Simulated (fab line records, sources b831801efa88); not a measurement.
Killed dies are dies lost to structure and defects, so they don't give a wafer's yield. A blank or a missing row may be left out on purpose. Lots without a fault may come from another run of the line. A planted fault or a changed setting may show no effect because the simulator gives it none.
A struck lot beside a sound one | flow sky130 | 16 steps out of a route of 708
Sound: wafers L966.2, L966.3, L966.4. Struck: wafers L983.1, L983.3, L983.5. The cause comes at the end.
At each step with rows: each side's tool, then ch and its chambers, then its first start. Under that, the readings that differ: sound wafers | struck wafers | difference of the means | sigmas: that difference in standard deviations of wafers without a fault.
alike: readings whose means differ by less than 2 such deviations, and words and numbers that are the same on both sides. not compared: withheld readings, readings that some wafer has no value for, bounds like >300 that may hide the same value, and numbers for which the record gives no deviation and whose values overlap.
The two part at a step that has a row with sigmas, a row that says differs or no value, or rows on one side only. Numbers that don't overlap but have no deviation are shown without sigmas and don't part them. A reading that every wafer of one side lacks parts them only if that side has two wafers or more.

first, 3 steps without rows for these wafers: SKY_SONOS_TUNNEL_EXPOSE_04 (exposes mask TUNM, target cd 410 nm); SKY_SONOS_TUNNEL_PEB_05; SKY_SONOS_TUNNEL_DEVELOP_06 (develop time 60 s).
SKY_SONOS_TUNNEL_CD_MEAS_07: target cd 410 nm.
  sound on cd_sem-01, day 12 12:07; struck on cd_sem-01, day 18 09:02
  alike: cd_nm
SKY_SONOS_TUNNEL_OVL_MEAS_08:
  sound on overlay-02, day 12 12:13; struck on overlay-02, day 18 09:09
  alike: SONOS_TUNNEL_OVL
then, 3 steps without rows for these wafers: SKY_SONOS_TUNNEL_IMPLANT_09; SKY_SONOS_TUNNEL_WET_ETCH_10 (etches SiO2 in dHF, target depth 14 nm, time 280 s); SKY_SONOS_TUNNEL_STRIP_11 (strips in SPM, time 600 s).
SKY_SONOS_TUNNEL_TW_MEAS_12:
  sound on film_metro-02, day 12 12:41; struck on film_metro-03, day 18 09:37
  alike: SONOS_TUNNEL_TW
then, 2 steps without rows for these wafers: SKY_SONOS_TUNNEL_CLEAN_13 (cleans in dHF, time 20 s); SKY_SONOS_ONO_OXIDATION_00 (stabilise 600 s, purge 300 s, target thk 2.6 nm).
SKY_SONOS_ONO_THK_MEAS_01:
  sound on film_metro-01, day 12 14:38; struck on film_metro-01, day 18 11:02
  alike: SONOS_ONO_OXIDATION_THK
SKY_SONOS_ONO_CVD_02: deposits Si3N4 from DCS/NH3, target thk 10.5 nm, time 180 s.
  sound on lpcvd-02 ch 1, day 12 16:19; struck on lpcvd-02 ch 0, day 18 11:05
  reading                                     | sound             | struck            | difference | sigmas
  spike_tc_centre_C (C)                       | 771.5 771.4 773.7 | 793.6 792.9 792.1 | +20.7      | +15
  spike_tc_lower_C (C)                        | 770.4 772.2 770.6 | 765.2 764.6 766.4 | -5.7       | -4
  spike_tc_upper_C (C)                        | 769.2 770.5 770.8 | 766.1 766.9 767.6 | -3.3       | -3
  zone_power_centre_pct (%)                   | 13.0 12.9 13.0    | 21.9 22.0 22.2    | +9.1       | +8
  zone_power_upper_pct (%)                    | 12.03 12.24 12.25 | 9.79 9.73 9.75    | -2.42      | -9
  model.Si3N4_of_SONOS_ONO_CVD_02.thk_nm (nm) | 10.54 10.58 10.45 | 12.37 12.77 12.55 | +2.04      |
  alike: pressure_mtorr, spike_tc_top_C, susceptor_temp_C, zone_power_lower_pct
SKY_SONOS_ONO_THK_MEAS_03:
  sound on film_metro-02, day 12 17:23; struck on film_metro-03, day 18 12:08
  reading                   | sound             | struck            | difference | sigmas
  SONOS_ONO_CVD_02_THK (nm) | 10.58 10.60 10.47 | 12.29 12.73 12.54 | +1.97      | +14
then, 1 step without rows for these wafers: SKY_SONOS_ONO_CVD_04 (deposits SiO2 from SiH4/N2O, target thk 5.7199 nm).
-- the record jumps here: 32 days lie between the struck wafers' starts before and after (it left off in module SONOS_ONO and takes up again in module PAD_OPEN, whose first step shown is number 708 of the route) --
SKY_PAD_OPEN_PROBE_99:
  sound on prober-01, day 46 16:52; struck on prober-02, day 50 14:46
  reading                                     | sound               | struck               | difference | sigmas
  model.etest.sonos_erased.drive_ua_um        | 201.4 218.7 173.6   | 139.5 123.5 154.1    | -58.9      |
  model.etest.sonos_uncharged.r_on_ohm_um     | 808.5 808.1 807.5   | 838.1 823.8 834      | +23.9      |
  model.etest.cap_ono.gate_log10_a_cm2        | -7.845 -7.922 -7.81 | -9.157 -9.466 -9.187 | -1.411     |
  model.etest.sonos_programmed.off_log10_a_um | -13.9 -13.96 -14.05 | -12.86 -11.31 -12.43 | +1.77      |
  model.etest.cap_ono.gate_bv_v (V)           | 16.08 16.68 16.51   | 17.77 17.57 18       | +1.36      |
  model.etest.cap_ono.tox_acc_nm (nm)         | 12.82 12.88 12.81   | 13.83 13.99 13.83    | +1.05      |
  model.etest.sonos_programmed.vt_v (V)       | 1.488 1.455 1.497   | 0.9109 0.7308 0.8698 | -0.6428    |
  model.etest.sonos_erased.vt_v (V)           | -2.331 -2.33 -2.302 | -1.811 -1.686 -1.841 | +0.542     |
  alike: killed_at_M0_to_M3, killed_at_M4_up, killed_at_contacts, killed_at_front_end, killed_at_other, killed_dies, killed_open, killed_short

WHERE THEY PART
First at SKY_SONOS_ONO_CVD_02; last, within this record, at SKY_SONOS_ONO_THK_MEAS_03. Later steps at which nothing parts them and some readings are alike: SKY_PAD_OPEN_PROBE_99.

WHY: what the simulator had put in
Process parameter drift: lpcvd-02, from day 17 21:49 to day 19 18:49, at SKY_SONOS_ONO_CVD_02. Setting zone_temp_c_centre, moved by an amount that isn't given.
